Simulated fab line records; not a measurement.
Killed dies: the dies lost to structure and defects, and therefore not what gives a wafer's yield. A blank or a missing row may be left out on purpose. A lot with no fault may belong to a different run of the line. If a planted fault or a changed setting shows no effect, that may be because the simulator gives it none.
One fault through the eyes of 2 desks ; flow sky130 ; each desk holds nothing but its own numbers, with what lay behind them at the end

FROM THE METROLOGY DESK
Lot by lot, what the gauges showed, no matter which tool ran the lot: averages of those sampled wafers that carry a number. If a lot's mean is further than 4 standard deviations from the usual mean, the lot is out of limits and carries the mark OUT (the distance appears in the brackets).
Columns: A = METAL2_OVL at SKY_METAL2_OVL_MEAS_16, usual 0 nm; B = CAPM_OVL at SKY_CAPM_OVL_MEAS_12, usual -1.0 nm
lot;first seen here;A;B
L851;day 34 21:47;7;-1.3
L852;day 35 02:06;3;2.0
L853;day 35 15:38;1;-1.6
L856;day 37 06:23;-8;-0.6
L857;day 37 07:41;1;-0.5
L862;day 38 11:21;3;-1.2
L867;day 40 10:09;-1;0.2
L868;day 40 11:02;-2;-1.5
L869;day 40 18:59;2;-2.6
L870;day 40 21:17;-1;-1.2
L871;day 41 06:14;1;-0.5
L872;day 41 10:03;5;-1.8
L873;day 42 03:56;-6;-1.8
L874;day 42 06:35;1;-1.3
Result from this desk: across the 14 lots, nothing is out of limits.

DESK OF THE TOOL OWNER: rie metal-01
The tool's own readings at SKY_METAL2_METAL_ETCH_19 (etches the open film in Cl2/BCl3, stops on SiO2, target depth 360 nm, time 78 s): means of the sampled wafers that have a number, for each lot that ran on this tool. If a lot's mean is further than 4 standard deviations from the usual mean, the lot is out of limits and carries the mark OUT (the distance appears in the brackets).
Columns: A = bcl3 flow sccm at SKY_METAL2_METAL_ETCH_19, usual 29.99 sccm; B = drypump motor current A at SKY_METAL2_METAL_ETCH_19, usual 5.9 A; C = oes product au at SKY_METAL2_METAL_ETCH_19, usual 0.852 a.u.; D = throttle valve pct at SKY_METAL2_METAL_ETCH_19, usual 22.265 %
lot;first seen here;A;B;C;D
L851;day 34 21:55;30.00;5.9;0.850;22.272
L857;day 37 07:49;29.94;5.9;0.809 (-6.7) OUT;22.278
L862;day 38 11:28;30.00;5.9;0.806 (-7.2) OUT;22.263
L869;day 40 19:07;29.94;5.9;0.842;22.262
Finding of this desk: L857, L862 out of limits; the first was L857 at day 37 07:49, on oes product au at SKY_METAL2_METAL_ETCH_19. L851, L869: within limits.

PUT TOGETHER
The tool owner's desk had the chance to raise an alarm at day 37 07:49 on L857, L862.
The metrology desk saw nothing out of limits.
The metrology desk has L857, L862 on record, within its limits.
The lots listed all ran SKY_METAL2_METAL_ETCH_19 on rie metal-01.

WHAT THE SIMULATOR HAD PUT IN
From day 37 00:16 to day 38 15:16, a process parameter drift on rie metal-01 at SKY_METAL2_METAL_ETCH_19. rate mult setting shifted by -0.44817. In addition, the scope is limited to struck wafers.
Struck lots among those shown: L857, L862.
Each desk's first reading out of limits, in hours after the fault started: the tool owner's desk, 8.
